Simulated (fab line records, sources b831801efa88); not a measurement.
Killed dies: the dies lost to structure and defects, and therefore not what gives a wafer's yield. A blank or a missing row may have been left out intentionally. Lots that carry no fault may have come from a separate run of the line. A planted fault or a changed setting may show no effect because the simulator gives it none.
Comparing a struck lot with a sound one    flow sky130    15 steps out of a route of 708
Sound: wafers L126.1, L126.3, L126.4. Wafers struck: L141.1, L141.2, L141.3. Last of all comes the cause.
For every step that has rows: the tool of each side, followed by ch and its chambers, followed by its first start. Under that, the readings that differ: sound wafers    struck wafers    difference of the means    sigmas: that difference in standard deviations of wafers without a fault.
alike: readings with means less than 2 such deviations apart, plus words and numbers identical on both sides. not compared: withheld readings, readings lacking a value on some wafer, bounds such as >300 that could conceal the same value, and numbers that have no deviation in the record and whose values overlap.
The two part at a step that has a row with sigmas, a row that says differs or no value, or rows on one side only. Non-overlapping numbers with no deviation appear without sigmas and do not part them. A reading that every wafer of one side lacks parts them only if that side has two wafers or more.

first, 5 steps without rows for these wafers: SKY_VIA3_STRIP_17 (strips in post etch residue remover, time 1200 s); SKY_VIA3_CLEAN_18 (cleans in IPA, time 180 s); SKY_VIA3_CLEAN_19 (cleans in O3/DIW); SKY_VIA3_SPUTTER_20 (material TiN, target thk 20 nm, time 80 s); SKY_VIA3_CVD_21 (deposits W, target thk 390 nm, time 117.31 s).
SKY_VIA3_RS_MEAS_22: measures by four-point-probe.
  sound on film metro-03, day 39 11:03; struck on film metro-03, day 44 02:15
  alike: VIA3_W_RS
SKY_VIA3_THK_MEAS_23: measures by xrf.
  sound on film metro-03, day 39 11:10; struck on film metro-03, day 44 02:22
  alike: VIA3_W_THK
SKY_VIA3_CMP_24: polishes, stops on SiO2, t overpolish 20 s, target thk 0 nm.
  sound on cmp-02 ch 0,1,3, day 39 11:14; struck on cmp-01 ch 0,1,3, day 44 02:26
  alike: motor current A, overpolish run s, time to endpoint s
SKY_METAL4_SPUTTER_00: material Ti, target thk 15 nm, time 10 s.
  sound on pvd sputter-03, day 39 11:32; struck on pvd sputter-03, day 44 02:44
  alike: throttle valve pct
then, 1 step without rows for these wafers: SKY_METAL4_SPUTTER_01 (material TiN, target thk 20 nm, time 16.7 s).
SKY_METAL4_SPUTTER_02: material AlCu, target thk 735 nm, time 39.1 s.
  sound on pvd sputter-03, day 39 11:35; struck on pvd sputter-03, day 44 02:47
  alike: throttle valve pct
SKY_METAL4_SPUTTER_03: material Ti, target thk 5 nm, time 3.3 s.
  sound on pvd sputter-03, day 39 11:37; struck on pvd sputter-03, day 44 02:49
  alike: throttle valve pct
SKY_METAL4_SPUTTER_04: material TiN, target thk 70 nm, time 58.3 s.
  sound on pvd sputter-03, day 39 11:38; struck on pvd sputter-03, day 44 02:50
reading                                     sound           struck             difference  sigmas
model.TiN_of_METAL4_SPUTTER_04.thk nm (nm)  69 70.48 69.53  59.84 61.46 60.23  -9.16       
  alike: throttle valve pct
SKY_CAP2M_CVD_00: deposits SiO2, target thk 15.5 nm.
  sound on pecvd-01 ch 0,2, day 39 11:41; struck on pecvd-02 ch 0,2, day 44 02:53
  alike: heater power w
-- the record jumps here: 5 days lie between the struck wafers' starts before and after (it left off in module CAP2M and takes up again in module PAD_OPEN, whose first step shown is number 708 of the route) --
SKY_PAD_OPEN_PROBE_99:
  rows exist in the record for the struck wafers here (prober-02, day 49 09:53), but not for the sound ones

## WHERE THEY PART
At SKY_PAD_OPEN_PROBE_99 and nowhere else, as far as this record goes.

WHY: what the simulator had put in
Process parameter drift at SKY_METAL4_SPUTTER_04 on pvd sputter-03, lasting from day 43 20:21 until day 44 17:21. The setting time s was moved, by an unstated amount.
